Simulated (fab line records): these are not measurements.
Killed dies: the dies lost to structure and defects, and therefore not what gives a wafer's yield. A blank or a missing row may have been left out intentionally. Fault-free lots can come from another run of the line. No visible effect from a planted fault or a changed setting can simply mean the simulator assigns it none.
Problem report in the 8D (eight disciplines) form, filled by code :: flow sky130 :: the parts of the form that need people (team, actions taken, sign-off) are left out

1. PROBLEM STATEMENT
Mean of developer_temp_C at SKY_LDD_HVP_DEVELOP_06: 23.88 C across 6 wafers in 2 lots; on wafers with no fault it is 23.00 C (standard deviation 0.11). Measured from the usual mean, that is +8.0 standard deviations.
The step: develop time 60 s.
Earliest sighting: wafer L381.1 on litho_track-02 at day 26 08:19. At this step, 39 wafers from 13 lots have a number in the record. By rule, "out" or "out of limits" means more than 4 standard deviations away from the usual mean. All remaining wafers that have a number are taken as sound.

2. WHAT IT IS AND WHAT IT IS NOT
question: which readings at this step
is: developer_temp_C
is not: -

question: which lots
is: L381, L385
is not: L370, L371, L372, L373, L375, L376, L377, L378, L390, L391, L392

question: which wafers of those lots
is: all that have a number
is not: -

question: read on which tools
is: litho_track-02
is not: litho_track-01, litho_track-04

question: when
is: from day 26 08:19
is not: up to then (24 sound wafers); but 9 sound wafers of L390, L391, L392 came after

3. SUSPECTS, AND WHAT RULES EACH OUT
Counting: a tool at any process step up to the reading remains a suspect when it ran all the lots that are out and ran no sound lot after the first of those.
- litho_track-02 at SKY_LDD_HVP_DEVELOP_06 (develop time 60 s): ruled out as a lasting fault. Following L381 (day 26 08:19), the first lot on it that is out, the sound lots L391 were run on it.
Left after counting: nothing in the record.

4. THE CAUSE (what the simulator had put in)
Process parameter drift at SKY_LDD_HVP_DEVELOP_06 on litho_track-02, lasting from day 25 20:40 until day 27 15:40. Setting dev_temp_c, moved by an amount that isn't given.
Counting ruled it out, wrongly.

5. THE CHAIN OF EFFECTS, in route order
Each row: a reading where the mean over the struck wafers with a number is more than 3 standard deviations away from the usual. Scope: only readings with a usual standard deviation given in the record; hours: median across lots of the time from each lot's start at the first step in this table that gives one to its start at this step; sigmas: change in usual standard deviations.
hours: 0
step: SKY_LDD_HVP_DEVELOP_06
reading: developer_temp_C
usual: 23.00 C
on struck wafers: 23.88
change: +0.88
sigmas: +8.0
It contains these process steps:
- SKY_LDD_HVP_DEVELOP_06: develop time 60 s.

6. WHAT WOULD HAVE CAUGHT IT SOONER
In this record no reading fell out of limits until day 26 08:19, 12 hours after the fault had begun at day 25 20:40.
